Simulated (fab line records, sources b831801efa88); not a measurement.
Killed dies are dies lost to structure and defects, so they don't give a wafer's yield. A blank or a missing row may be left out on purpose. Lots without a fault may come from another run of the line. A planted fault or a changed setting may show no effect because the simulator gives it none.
Which tool did it? | flow gf180mcu | 14 lots, 42 wafers sampled, at 4 steps of a route of 602

WHAT THE GAUGES READ, wafer by wafer
GF_PASSIVATION_THK_MEAS_03. Usual: PASSIVATION_CVD_02_THK 699 nm, standard deviation 8.8.
lot  | measured     | on            | PASSIVATION_CVD_02_THK (nm) | flag
L493 | day 29 00:53 | film_metro-03 | 694 690 692                 |
L494 | day 28 20:59 | film_metro-02 | 695 685 706                 |
L495 | day 29 03:21 | film_metro-03 | 689 710 714                 |
L499 | day 30 14:27 | film_metro-01 | 698 689 703                 |
L504 | day 31 21:51 | film_metro-02 | 691 691 706                 |
L505 | day 32 03:28 | film_metro-01 | 695 707 698                 |
L506 | day 32 08:33 | film_metro-02 | 693 714 706                 |
L509 | day 33 04:38 | film_metro-03 | 698 698 711                 |
L511 | day 33 17:03 | film_metro-02 | 693 698 698                 |
L512 | day 34 00:29 | film_metro-01 | 690 708 701                 |
L513 | day 34 06:03 | film_metro-03 | 707 691 706                 |
L514 | day 34 09:34 | film_metro-03 | 706 709 712                 |

WHICH TOOL RAN EACH LOT (tool, then ch and the chambers of the sampled wafers, then the start)
lot  | GF_STI_OXIDATION_29          | GF_V4_SPUTTER_21             | GF_V5_SPUTTER_22
L493 | furnace-02 ch 0, day 2 20:43 | pvd_sputter-02, day 25 09:07 | pvd_sputter-04, day 28 03:48
L494 | furnace-02 ch 0, day 2 20:43 | pvd_sputter-01, day 25 04:40 | pvd_sputter-03, day 27 23:16
L495 | furnace-01 ch 0, day 3 01:20 | pvd_sputter-01, day 25 12:01 | pvd_sputter-03, day 28 05:59
L499 | furnace-02 ch 0, day 4 01:09 | pvd_sputter-01, day 27 03:06 | pvd_sputter-03, day 29 17:46
L500 | furnace-02, day 4 03:43      | -                            | -
L501 | furnace-02, day 4 12:40      | -                            | -
L504 | furnace-01 ch 0, day 5 00:31 | pvd_sputter-01, day 28 14:13 | pvd_sputter-03, day 31 02:28
L505 | furnace-01 ch 0, day 5 03:45 | pvd_sputter-02, day 28 21:11 | pvd_sputter-03, day 31 08:28
L506 | furnace-02 ch 0, day 5 09:05 | pvd_sputter-04, day 29 03:52 | pvd_sputter-04, day 31 13:46
L509 | furnace-02 ch 0, day 6 01:03 | pvd_sputter-02, day 30 02:30 | pvd_sputter-01, day 32 10:46
L511 | furnace-01 ch 0, day 6 12:56 | pvd_sputter-01, day 30 16:25 | pvd_sputter-04, day 32 23:31
L512 | furnace-02 ch 0, day 6 17:02 | pvd_sputter-02, day 31 00:58 | pvd_sputter-04, day 33 06:46
L513 | furnace-02 ch 0, day 6 22:13 | pvd_sputter-04, day 31 08:58 | pvd_sputter-04, day 33 12:42
L514 | furnace-01 ch 0, day 7 06:04 | pvd_sputter-04, day 31 11:12 | pvd_sputter-01, day 33 16:11
- GF_STI_OXIDATION_29: stabilise 600 s, purge 300 s, target thk 10 nm.
- GF_V4_SPUTTER_21: material Ti, target thk 15 nm, time 80.02 s.
- GF_V5_SPUTTER_22: material TiN, target thk 10 nm, time 40 s.

WHAT THE TOOLS THEMSELVES READ (means of the sampled wafers that have a number; where no wafer has one, the mark that the record gives instead)
GF_STI_OXIDATION_29. Usual: ox_temp_c 899.9 C, standard deviation 0.43; ox_temp_c_max 904.7, standard deviation 1; spike_tc_upper_C 900.4 C, standard deviation 1.2; zone_power_lower_pct 15.9 %, standard deviation 0.7.
lot  | tool       | ox_temp_c (C) | ox_temp_c_max | spike_tc_upper_C (C) | zone_power_lower_pct (%) | flag
L493 | furnace-02 | 900.2         | 906.0         | 899.4                | 15.2                     |
L494 | furnace-02 | 900.1         | 904.3         | 899.4                | 15.2                     |
L495 | furnace-01 | 900.0         | 904.7         | 900.8                | 16.6                     |
L499 | furnace-02 | 899.8         | 904.2         | 899.8                | 15.1                     |
L500 | furnace-02 | -             | -             | -                    | -                        | OFF
L501 | furnace-02 | -             | -             | -                    | -                        | OFF
L504 | furnace-01 | 900.2         | 904.7         | 900.7                | 16.7                     |
L505 | furnace-01 | 900.1         | 904.4         | 901.7                | 16.6                     |
L506 | furnace-02 | 900.2         | 904.2         | 898.6                | 15.4                     |
L509 | furnace-02 | 899.9         | 904.4         | 899.7                | 15.3                     |
L511 | furnace-01 | 899.6         | 904.5         | 900.9                | 16.4                     |
L512 | furnace-02 | 898.9         | 903.1         | 899.9                | 15.2                     |
L513 | furnace-02 | 900.2         | 905.4         | 900.6                | 15.2                     |
L514 | furnace-01 | 899.9         | 904.9         | 900.8                | 16.5                     |

GF_V4_SPUTTER_21. Usual: cathode_dc_power_W 2500.0 W, standard deviation 0.47; throttle_valve_pct 30.6 %, standard deviation 0.83.
lot  | tool           | cathode_dc_power_W (W) | throttle_valve_pct (%) | flag
L493 | pvd_sputter-02 | 2500.5                 | 30.8                   |
L494 | pvd_sputter-01 | 2500.2                 | 31.1                   |
L495 | pvd_sputter-01 | 2499.6                 | 30.9                   |
L499 | pvd_sputter-01 | 2499.8                 | 31.1                   |
L504 | pvd_sputter-01 | 2500.4                 | 31.0                   |
L505 | pvd_sputter-02 | 2500.2                 | 30.7                   |
L506 | pvd_sputter-04 | 2500.4                 | 29.6                   |
L509 | pvd_sputter-02 | 2499.6                 | 30.8                   |
L511 | pvd_sputter-01 | 2500.2                 | 31.4                   |
L512 | pvd_sputter-02 | 2499.8                 | 30.9                   |
L513 | pvd_sputter-04 | 2500.1                 | 30.0                   |
L514 | pvd_sputter-04 | 2500.3                 | 30.5                   |

GF_V5_SPUTTER_22. Usual: cathode_dc_power_W 4000.1 W, standard deviation 0.83; throttle_valve_pct 30.0 %, standard deviation 0.99.
lot  | tool           | cathode_dc_power_W (W) | throttle_valve_pct (%) | flag
L493 | pvd_sputter-04 | 4000.2                 | 30.0                   |
L494 | pvd_sputter-03 | 4000.8                 | 29.4                   |
L495 | pvd_sputter-03 | 3999.7                 | 29.6                   |
L499 | pvd_sputter-03 | 4000.9                 | 29.7                   |
L504 | pvd_sputter-03 | 3999.7                 | 29.9                   |
L505 | pvd_sputter-03 | 3999.5                 | 29.4                   |
L506 | pvd_sputter-04 | 4000.4                 | 30.2                   |
L509 | pvd_sputter-01 | 4000.3                 | 31.3                   |
L511 | pvd_sputter-04 | 4000.3                 | 29.5                   |
L512 | pvd_sputter-04 | 3999.9                 | 30.7                   |
L513 | pvd_sputter-04 | 4000.2                 | 30.3                   |
L514 | pvd_sputter-01 | 4001.0                 | 31.2                   |

THE ANSWER, worked out from the rows above alone
Rule: a lot is off if the mean of its wafers that have a number lies more than 3 standard deviations from the usual mean. A lot without any number at a reading at which 4 lots or more have one is off too. The other lots that the step has rows for count as sound. The gauges are gone through in route order, then the tools' own readings, and for those a lot's mean is taken as printed above. The first step at which some lot is off is used, and at that step the reading that is off furthest; a lot without a number counts as furthest.
Off: L500, L501, at GF_STI_OXIDATION_29 (ox_temp_c). Without a number there: L500, L501.
A tool fits if, at that step or a process step before it, it ran every lot that is off, and no sound lot after the first of them. None of those tried fits.

WHAT THE SIMULATOR HAD PUT IN
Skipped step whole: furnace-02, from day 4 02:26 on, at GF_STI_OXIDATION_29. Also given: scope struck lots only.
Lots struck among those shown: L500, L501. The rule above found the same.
